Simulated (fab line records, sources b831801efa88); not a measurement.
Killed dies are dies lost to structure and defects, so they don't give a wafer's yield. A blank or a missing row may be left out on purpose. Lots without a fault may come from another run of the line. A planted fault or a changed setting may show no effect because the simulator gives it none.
fab line records | flow sky130
record lots=14 wafers=42 last_day=50
route steps=708 shown LDD_LDN@297
lots that met no fault: from a run of the same line without faults
start_h: hours from the record's first day to the start of the lot's first wafer shown | wait_h: hours since the lot's step before | " the same as in the row above | L1.1+2: a row that stands for several wafers | - no value, or no start given | * or withheld: withheld | < > ~ a bound
route shown NAME@n: a module of which the file shows steps, and the number in the route of the first | usual: mean/standard deviation of fault-free wafers | same: alike in all rows | chamber/n: place in a boat | sites: the reading at each site | _std_site: their standard deviation | _edge_site: outer sites' mean less inner sites' | radius_mm: how far each site lies from the wafer's centre | mask NAME#n: copy n | behind: the tool/chamber that last shaped the wafer | hold: why the lot was held/for how many hours/how that ended | device: the transistor (n, p or np) that didn't switch | end of line: the same wafers' tests at the end of the route | a step without rows: its recipe alone | killed: dies lost to structure and defects at the first sort, not the wafer's yield | map: a wafer's dies, x killed, . not, _ none there
set.NAME: the setting as run; set.NAME@STEP: as run at that earlier step | model.NAME: the simulator's own value behind a step, which no gauge read
steps of the route over a sample of lots; a table a step, a row a wafer
services: from which hour (start_h, from the record's first day; less than 0 if before it) a tool's chamber was out of use, for how many hours, and why
## steps
# step SKY_LDD_LDN_IMPLANT_08
# recipe species=As energy_kev=15 dose_cm2=1.25e+13 tilt_deg=withheld rotation_deg=23
# usual dose_ions_cm2=1.25e+13/1.5e+10 end_station_pressure_torr=5.06e-06/2.6e-07 faraday_current_uA=70.6/1.5 rotation_deg=22.997/0.023
# columns lot.wafer tool chamber start_h wait_h dose_ions_cm2 end_station_pressure_torr faraday_current_uA rotation_deg
L842.1 implanter-03 0 560.03 0.0 1.2502e+13 5.27e-06 70.4 23.012
L842.2 " 0 " " 1.25e+13 5.61e-06 66.3 23.018
L842.6 " 0 " " 1.2511e+13 5.5e-06 69.2 22.995
L843.1 implanter-03 0 565.63 0.0 1.2494e+13 4.81e-06 69.2 23.004
L843.5 " 0 " " 1.2488e+13 4.74e-06 69.6 23.032
L843.6 " 0 " " 1.2507e+13 5.28e-06 69.4 23.036
L845.3 implanter-01 0 586.88 0.1 1.2483e+13 5e-06 71.4 23.004
L845.4 " 0 " " 1.2496e+13 4.8e-06 68.1 22.991
L845.5 " 0 " " 1.2486e+13 5.28e-06 71.1 22.999
L846.1 implanter-01 0 596.38 0.0 1.2513e+13 4.8e-06 71.6 22.971
L846.2 " 0 " " 1.2498e+13 4.98e-06 70.5 22.989
L846.5 " 0 " " 1.2525e+13 5.27e-06 67.6 22.978
L847.2 implanter-01 0 601.30 0.0 1.2489e+13 4.6e-06 70.1 22.966
L847.5 " 0 " " 1.2491e+13 5.17e-06 69.5 23.005
L847.6 " 0 " " 1.2495e+13 5.24e-06 70.1 22.970
L851.1 implanter-03 0 649.38 0.0 3.747e+12 4.6e-06 21.7 22.964
L851.3 " 0 " " 3.745e+12 5.23e-06 20.1 22.972
L851.5 " 0 " " 3.747e+12 5.17e-06 21.3 22.974
L853.2 implanter-03 0 656.91 0.0 3.752e+12 4.53e-06 21.7 22.990
L853.4 " 0 " " 3.733e+12 5.37e-06 21.6 23.016
L853.6 " 0 " " 3.742e+12 5.25e-06 21.1 22.992
L855.4 implanter-02 0 669.11 0.1 1.2522e+13 4.72e-06 70.4 23.020
L855.5 " 0 " " 1.2514e+13 4.88e-06 72.0 23.015
L855.6 " 0 " " 1.2497e+13 5.15e-06 71.8 23.015
L856.2 implanter-02 0 685.36 0.0 1.2502e+13 4.74e-06 69.9 23.006
L856.4 " 0 " " 1.2495e+13 5.1e-06 70.5 23.039
L856.5 " 0 " " 1.2495e+13 5.4e-06 71.3 22.987
L857.2 implanter-02 0 688.36 0.0 1.2513e+13 4.79e-06 71.4 22.976
L857.3 " 0 " " 1.2513e+13 5e-06 72.8 22.968
L857.6 " 0 " " 1.2521e+13 5.56e-06 69.3 22.994
L858.2 implanter-02 0 695.76 0.0 1.2462e+13 5.2e-06 71.6 22.947
L858.3 " 0 " " 1.2502e+13 4.71e-06 70.1 22.968
L858.5 " 0 " " 1.2461e+13 5.19e-06 69.5 22.964
L859.1 implanter-01 0 704.13 0.0 1.2499e+13 4.89e-06 70.5 23.007
L859.3 " 0 " " 1.2509e+13 4.98e-06 69.2 22.977
L859.5 " 0 " " 1.2522e+13 4.93e-06 69.3 22.987
L860.2 implanter-01 0 714.56 0.0 1.2485e+13 5.33e-06 71.2 23.014
L860.3 " 0 " " 1.2492e+13 5.34e-06 73.3 22.968
L860.5 " 0 " " 1.2497e+13 5.15e-06 69.7 23.004
L861.2 implanter-02 0 718.51 0.0 1.2503e+13 5.04e-06 69.8 23.011
L861.4 " 0 " " 1.2519e+13 5.67e-06 71.5 23.021
L861.5 " 0 " " 1.2505e+13 5.19e-06 69.7 23.014
# step SKY_LDD_LDN_TW_MEAS_13
# usual LDD_LDN_TW=1465/15
# columns lot.wafer tool chamber start_h wait_h LDD_LDN_TW
L842.1 film_metro-01 - 560.73 0.1 1464
L842.2 " - " " 1467
L842.6 " - " " 1469
L843.1 film_metro-02 - 566.33 0.1 1459
L843.5 " - " " 1463
L843.6 " - " " 1461
L845.3 film_metro-03 - 587.55 0.1 1482
L845.4 " - " " 1481
L845.5 " - " " 1475
L846.1 film_metro-01 - 597.08 0.1 1453
L846.2 " - " " 1458
L846.5 " - " " 1455
L847.2 film_metro-02 - 601.99 0.1 1450
L847.5 " - " " 1454
L847.6 " - " " 1450
L851.1 film_metro-01 - 650.08 0.1 1370
L851.3 " - " " 1368
L851.5 " - " " 1374
L853.2 film_metro-02 - 657.59 0.1 1372
L853.4 " - " " 1374
L853.6 " - " " 1369
L855.4 film_metro-01 - 669.76 0.1 1448
L855.5 " - " " 1459
L855.6 " - " " 1450
L856.2 film_metro-02 - 686.04 0.1 1443
L856.4 " - " " 1452
L856.5 " - " " 1457
L857.2 film_metro-01 - 689.04 0.1 1446
L857.3 " - " " 1446
L857.6 " - " " 1452
L858.2 film_metro-02 - 696.44 0.1 1456
L858.3 " - " " 1454
L858.5 " - " " 1454
L859.1 film_metro-01 - 704.83 0.1 1485
L859.3 " - " " 1491
L859.5 " - " " 1488
L860.2 film_metro-01 - 715.24 0.1 1477
L860.3 " - " " 1489
L860.5 " - " " 1491
L861.2 film_metro-02 - 719.19 0.1 1459
L861.4 " - " " 1460
L861.5 " - " " 1457
## services
# columns tool chamber start_h hours kind
implanter-01 - 687.40 9.1 repair
implanter-03 - 691.73 2.8 repair
## key
first_sign step=SKY_LDD_LDN_IMPLANT_08 reading=dose_ions_cm2 direction=down sigmas=99+ usual=* struck=*
effect step=SKY_LDD_LDN_IMPLANT_08 reading=faraday_current_uA direction=down sigmas=34 usual=70.6 struck=21.3
effect step=SKY_LDD_LDN_TW_MEAS_13 reading=LDD_LDN_TW direction=down sigmas=6.1 usual=1465 struck=1371
met_at SKY_LDD_LDN_IMPLANT_08
struck_lots L851,L853
tester_left_out L851,L853
onset_between 565.63 649.38
fault kind=process_parameter_drift tool=implanter-03 chamber=- onset_h=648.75 steps=SKY_LDD_LDN_IMPLANT_08 channel=dose_cm2 offset=* shape=step end_h=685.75 acts_in=* stated=*
# tester_left_out: of these lots the tester's yield and bins aren't shown, on N5 and GAA mostly nor the transistor test; their killed dies are dies lost to structure and defects alone, not to doping, threshold or leakage, so they don't give the yield
